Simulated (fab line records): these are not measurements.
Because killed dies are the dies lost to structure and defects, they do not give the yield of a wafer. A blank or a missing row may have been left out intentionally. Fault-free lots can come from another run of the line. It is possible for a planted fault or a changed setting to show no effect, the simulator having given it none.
Struck lot and sound lot, side by side + flow sky130 + 16 out of 708 route steps
Sound: these wafers, L517.2, L517.3, L517.4. Wafers L515.1, L515.3, L515.4 were the ones struck. The cause is named last.
Per side, at each step with rows, come the tool, then ch with its chambers, and then its first start. Under that, the readings that differ: sound wafers + struck wafers + difference of the means + sigmas: that difference in standard deviations of wafers without a fault.
alike: words and numbers the same on both sides, and readings whose means are apart by under 2 such deviations; not compared: readings that were withheld, readings missing a value for some wafer, numbers with overlapping values and no deviation given by the record, and bounds like >300 which may hide the same value.
A row with sigmas, a row that says differs or no value, or rows on one side alone: a step with any of these is where the two part. Non-overlapping numbers with no deviation appear without sigmas and do not part them. A reading that every wafer of one side lacks parts them only if that side has two wafers or more.

first, 7 steps without rows for these wafers: SKY_METAL3_HMDS_06 (prime time 60 s); SKY_METAL3_COAT_07 (resist thk 60 nm); SKY_METAL3_COAT_08 (resist thk 1140 nm); SKY_METAL3_SOFTBAKE_09 (time 90 s); SKY_METAL3_EXPOSE_10 (exposes mask MM3, target cd 300 nm); SKY_METAL3_PEB_11; SKY_METAL3_DEVELOP_12 (develop time 60 s).
SKY_METAL3_CD_MEAS_13: target cd 300 nm.
  sound on cd_sem-01, day 41 11:05; struck on cd_sem-02, day 40 23:49
  alike: cd_nm
SKY_METAL3_OVL_MEAS_14:
  sound on overlay-02, day 41 11:11; struck on overlay-02, day 40 23:56
  alike: METAL3_OVL
SKY_METAL3_DESCUM_15: chemistry O2, time 8 s.
  sound on rie_metal-03 ch 1, day 41 11:14; struck on rie_metal-04 ch 0,1, day 40 23:58
| reading               | sound             | struck            | difference | sigmas |
|-----------------------|-------------------|-------------------|------------|--------|
| oes_product_au (a.u.) | 1.010 1.021 1.008 | 0.977 1.001 0.990 | -0.024     | -2     |
  alike: drypump_motor_current_A
  not compared: rf_hours_counter_h
SKY_METAL3_ETCH_16: etches BARC in N2/H2, stops on SiO2, time 88.2 s, target depth 60 nm.
  sound on rie_metal-03 ch 1, day 41 11:19; struck on rie_metal-04 ch 0,1, day 40 23:59
  alike: drypump_motor_current_A, h2_flow_sccm, oes_product_au, run_length_s, throttle_valve_pct
  not compared: rf_hours_counter_h
SKY_METAL3_ETCH_17: etches SiO2 in C4F8/O2/Ar, stops on TiN, time 3.9 s, target depth 15 nm.
  sound on rie_diel-02 ch 0,1,3, day 41 11:29; struck on rie_diel-04 ch 0,1,3, day 41 00:05
  alike: oes_product_au
SKY_METAL3_METAL_ETCH_18: etches the open film in Cl2/BCl3, stops on SiO2, target depth 845 nm, time 183.1 s.
  sound on rie_metal-04 ch 0,1, day 41 11:30; struck on rie_metal-03 ch 1, day 41 00:07
| reading                                       | sound             | struck            | difference | sigmas |
|-----------------------------------------------|-------------------|-------------------|------------|--------|
| oes_product_au (a.u.)                         | 0.876 0.873 0.861 | 0.987 0.983 0.991 | +0.117     | +17    |
| run_length_s (s)                              | 211.2 211.5 211.5 | 190.5 190.6 190.1 | -21.0      | -26    |
| model.KrF-thick_of_METAL3_COAT_08.thk_nm (nm) | 534.6 524.8 534.9 | 593 588.5 590.6   | +59        |        |
| model.METAL3.cd_nm (nm)                       | 296.1 296.1 295.8 | 297.4 299.1 301.7 | +3.4       |        |
| model.SiO2_of_VIA2_HDPCVD_00.thk_nm (nm)      | 463.6 464.5 465.2 | 468.3 467.5 468.9 | +3.8       |        |
  alike: drypump_motor_current_A, throttle_valve_pct
  not compared: rf_hours_counter_h
SKY_METAL3_STRIP_19: strips in O2/N2.
  sound on plasma_asher-01 ch 0,1, day 41 11:41; struck on plasma_asher-01 ch 0,1, day 41 00:28
| reading                      | sound             | struck            | difference | sigmas |
|------------------------------|-------------------|-------------------|------------|--------|
| oes_product_au (a.u.)        | 0.500 0.502 0.503 | 0.527 0.523 0.525 | +0.023     | +4     |
| strip_time_to_endpoint_s (s) | 6.62 6.51 6.62    | 7.20 7.14 7.16    | +0.58      | +7     |
  alike: drypump_motor_current_A
  not compared: rf_hours_counter_h
then, 2 steps without rows for these wafers: SKY_METAL3_STRIP_20 (strips in post etch residue remover, time 1200 s); SKY_PAD_OPEN_PROBE_99.

== WHERE THEY PART ==
Last at SKY_METAL3_STRIP_19 as far as this record goes, first at SKY_METAL3_DESCUM_15.

WHY: the cause the simulator had injected
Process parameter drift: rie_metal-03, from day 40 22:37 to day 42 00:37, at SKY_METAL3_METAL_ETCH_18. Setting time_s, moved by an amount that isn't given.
